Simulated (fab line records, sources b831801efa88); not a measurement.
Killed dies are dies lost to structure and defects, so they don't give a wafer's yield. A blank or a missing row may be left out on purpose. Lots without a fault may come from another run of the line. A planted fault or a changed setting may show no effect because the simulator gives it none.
Chamber matching | flow gf180mcu | GF_V5_CMP_26 on cmp-02: 4 sister chambers
The step polishes, stops on SiO2, t overpolish 15 s, target thk 0 nm. 4 wafers are shown with their chamber, then 12 later ones without.

WAFERS WITH THEIR CHAMBER
wafer  | chamber | motor_current_A (A)
L085.3 | 2       | 10.7
L089.2 | 3       | 12.0
L089.3 | 0       | 11.1
L089.6 | 1       | 9.0

WAFERS WITHOUT THEIR CHAMBER
wafer  | motor_current_A (A)
L090.1 | 9.7
L090.4 | 12.6
L090.5 | 12.8
L094.1 | 10.6
L094.2 | 12.1
L094.6 | 10.3
L095.1 | 11.0
L095.2 | 13.0
L095.3 | 11.4
L097.1 | 11.0
L097.3 | 12.6
L097.4 | 10.4

WHICH CHAMBER EACH WENT THROUGH
wafer  | from the rows above          | in truth
L090.1 | can't be placed: 1 or 2 or 0 | 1
L090.4 | can't be placed: 3 or 0      | 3
L090.5 | can't be placed: 3 or 0      | 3
L094.1 | can't be placed: 2 or 0      | 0
L094.2 | can't be placed: 3 or 0      | 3
L094.6 | can't be placed: 2 or 0 or 1 | 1
L095.1 | can't be placed: 0 or 2 or 3 | 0
L095.2 | can't be placed: 3 or 0      | 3
L095.3 | can't be placed: 0 or 3 or 2 | 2
L097.1 | can't be placed: 0 or 2 or 3 | 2
L097.3 | can't be placed: 3 or 0      | 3
L097.4 | can't be placed: 2 or 0      | 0
Placed correctly: 0 of 12. Can't be placed from these rows: 12 (the true chamber is among the candidates in 12). Placed wrongly: 0.
How it was worked out, from the rows above alone: a wafer's distance from a chamber is the root of the sum, over the readings, of the square of ((its reading less the chamber's mean) divided by the reading's scatter). The wafer belongs to the nearest chamber; if the next one is less than 2 further off, it can't be placed. A chamber's mean is the mean of its shown wafers. The scatter: with one shown wafer a chamber, the root of the mean of the squares of how far each hidden wafer lies from its nearest shown one.
